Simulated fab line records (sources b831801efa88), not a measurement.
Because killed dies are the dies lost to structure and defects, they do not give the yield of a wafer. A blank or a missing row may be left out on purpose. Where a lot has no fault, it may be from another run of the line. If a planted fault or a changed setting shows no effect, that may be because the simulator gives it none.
The tool behind it: which one? | flow sfqLine | 41 wafers from 14 lots sampled at 4 of the route's 325 steps

WHAT THE GAUGES SHOWED, per wafer
SFQ_I4_OVL_MEAS_928.
lot  | measured     | on         | I4_OVL (nm)
L678 | day 49 04:53 | overlay-01 | 6 -2 -1
L680 | day 49 13:53 | overlay-02 | 5 6 7
L681 | day 49 16:42 | overlay-01 | 5 7 5
L682 | day 51 13:53 | overlay-01 | 6 8 5
L683 | day 51 21:07 | overlay-02 | 7 -2 -2
L685 | day 52 12:32 | overlay-01 | 12 9 10
L686 | day 57 05:18 | overlay-01 | -1 0 1
L690 | day 58 07:43 | overlay-01 | 4 7
L696 | day 61 01:05 | overlay-01 | 3 -6 2
L697 | day 62 09:29 | overlay-01 | -2 1 2
L698 | day 62 17:53 | overlay-01 | 2 5 6
L699 | day 62 23:53 | overlay-01 | 10 7 9
L700 | day 63 03:29 | overlay-01 | 4 5 4
L701 | day 63 14:15 | overlay-02 | 2 7 5

TOOL THAT RAN EACH LOT (tool first, then ch and the chambers of the sampled wafers, then the start)
lot  | SFQ_TRILAYER_I3_CMP_CMP_082   | SFQ_TRILAYER_I4_CMP_CMP_100   | SFQ_TRILAYER_I4_METRO_MEASURE_101
L678 | cmp-02 ch 2,3, day 36 09:35   | cmp-02 ch 1,2, day 47 16:37   | filmMetro-03, day 47 19:14
L680 | cmp-02 ch 0,1, day 37 15:35   | cmp-01 ch 0,1,2, day 49 07:28 | filmMetro-01, day 49 10:17
L681 | cmp-02 ch 0,2,3, day 37 19:35 | cmp-01 ch 1,2, day 49 10:07   | filmMetro-04, day 49 13:38
L682 | cmp-02 ch 0,1,2, day 39 18:35 | cmp-01 ch 0,1, day 51 05:19   | filmMetro-04, day 51 08:26
L683 | cmp-02 ch 1,2,3, day 40 00:35 | cmp-02 ch 0,1,2, day 51 13:09 | filmMetro-04, day 51 16:16
L685 | cmp-02 ch 0,2, day 40 19:05   | cmp-01 ch 0,2, day 52 05:51   | filmMetro-01, day 52 08:28
L686 | cmp-02 ch 0,2,3, day 41 05:05 | cmp-01 ch 1,2, day 52 18:24   | filmMetro-03, day 52 21:43
L690 | cmp-01 ch 0,1, day 42 03:34   | cmp-01 ch 2,3, day 53 21:25   | filmMetro-01, day 53 23:20
L696 | cmp-02 ch 0,2,3, day 51 01:37 | cmp-01 ch 0,2,3, day 57 17:55 | filmMetro-03, day 57 19:32
L697 | cmp-01 ch 1,2,3, day 52 03:19 | cmp-01 ch 0,1,2, day 58 14:12 | filmMetro-03, day 58 17:19
L698 | cmp-02 ch 2,3, day 52 04:39   | cmp-01 ch 0,2,3, day 58 20:12 | filmMetro-01, day 58 23:19
L699 | cmp-02 ch 0,3, day 52 07:45   | cmp-02 ch 2,3, day 58 23:53   | filmMetro-04, day 59 02:55
L700 | cmp-02 ch 0,2,3, day 52 11:45 | cmp-02 ch 0,2,3, day 59 02:23 | filmMetro-01, day 59 05:43
L701 | cmp-02 ch 1,2, day 52 13:45   | cmp-01 ch 0,1, day 59 08:12   | filmMetro-04, day 59 11:19
- SFQ_TRILAYER_I3_CMP_CMP_082: polishes SiO2.
- SFQ_TRILAYER_I4_CMP_CMP_100: polishes SiO2.
- SFQ_TRILAYER_I4_METRO_MEASURE_101

WHAT THE TOOLS THEMSELVES READ (means of the sampled wafers that have a number; where no wafer has one, the mark that the record gives instead)
SFQ_TRILAYER_I3_CMP_CMP_082.
lot  | tool   | motorCurrentA (A) | slurryFlowMlMin | timeToEndpointS (s)
L678 | cmp-02 | 9.2               | 150.0           | 205
L680 | cmp-02 | 9.4               | 149.9           | 222
L681 | cmp-02 | 8.6               | 149.8           | 218
L682 | cmp-02 | 9.2               | 150.5           | 212
L683 | cmp-02 | 9.3               | 149.5           | 213
L685 | cmp-02 | 8.9               | 150.1           | 207
L686 | cmp-02 | 8.7               | 150.2           | 223
L690 | cmp-01 | 9.4               | 149.7           | 212
L696 | cmp-02 | 9.0               | 150.1           | 211
L697 | cmp-01 | 9.7               | 149.9           | 215
L698 | cmp-02 | 8.8               | 150.2           | 205
L699 | cmp-02 | 9.4               | 149.7           | 210
L700 | cmp-02 | 8.8               | 150.2           | 216
L701 | cmp-02 | 8.9               | 149.7           | 217

SFQ_TRILAYER_I4_CMP_CMP_100.
lot  | tool   | motorCurrentA (A) | slurryFlowMlMin | timeToEndpointS (s)
L678 | cmp-02 | 9.4               | 150.2           | 225
L680 | cmp-01 | 9.1               | 150.0           | 211
L681 | cmp-01 | 9.0               | 150.0           | 204
L682 | cmp-01 | 8.9               | 149.7           | 218
L683 | cmp-02 | 9.1               | 149.6           | 221
L685 | cmp-01 | 9.5               | 149.9           | 216
L686 | cmp-01 | 9.0               | 150.5           | 203
L690 | cmp-01 | 10.2              | 149.9           | 214
L696 | cmp-01 | 10.1              | 150.5           | 217
L697 | cmp-01 | 9.4               | 150.0           | 206
L698 | cmp-01 | 9.8               | 149.9           | 216
L699 | cmp-02 | 8.7               | 150.5           | 216
L700 | cmp-02 | 8.7               | 149.9           | 209
L701 | cmp-01 | 9.2               | 150.2           | 201

SFQ_TRILAYER_I4_METRO_MEASURE_101.
lot  | tool         | thkNm (nm)
L678 | filmMetro-03 | 200.7
L680 | filmMetro-01 | 199.2
L681 | filmMetro-04 | 199.6
L682 | filmMetro-04 | 200.1
L683 | filmMetro-04 | 200.9
L685 | filmMetro-01 | 201.8
L686 | filmMetro-03 | 206.6
L690 | filmMetro-01 | 209.2
L696 | filmMetro-03 | 199.0
L697 | filmMetro-03 | 198.9
L698 | filmMetro-01 | 199.0
L699 | filmMetro-04 | 199.4
L700 | filmMetro-01 | 198.9
L701 | filmMetro-04 | 199.1

THE ANSWER, worked out from the rows above alone
Rule: usual is defined by the lots themselves. Put in order of their means at a reading, lots are off if they are a third of the lots or fewer, leave a main group of 4 or more, and stand apart from it by a gap of 3 or more times the standard deviation of the main group's means; of several such gaps the widest counts. A main group whose means are all the same, to the digits that the tables above print for the reading, isn't used. Also off: a lot with no number at a reading for which 4 or more lots have one. Any other lot the step has rows for is counted as sound. After the gauges, taken in route order, come the tools' own readings; for these a lot's mean is taken, as printed above. The first step at which some lot is off is used, and at that step the reading that is off furthest; a lot without a number counts as furthest.
Off, at SFQ_TRILAYER_I4_METRO_MEASURE_101 on thkNm: L686, L690. The main group: mean 199.7 nm, standard deviation 0.91.
A tool fits if, at that step or a process step before it, it ran every lot that is off, and no sound lot after the first of them. Not one of the candidates tried fits.

WHAT WAS PUT IN BY THE SIMULATOR
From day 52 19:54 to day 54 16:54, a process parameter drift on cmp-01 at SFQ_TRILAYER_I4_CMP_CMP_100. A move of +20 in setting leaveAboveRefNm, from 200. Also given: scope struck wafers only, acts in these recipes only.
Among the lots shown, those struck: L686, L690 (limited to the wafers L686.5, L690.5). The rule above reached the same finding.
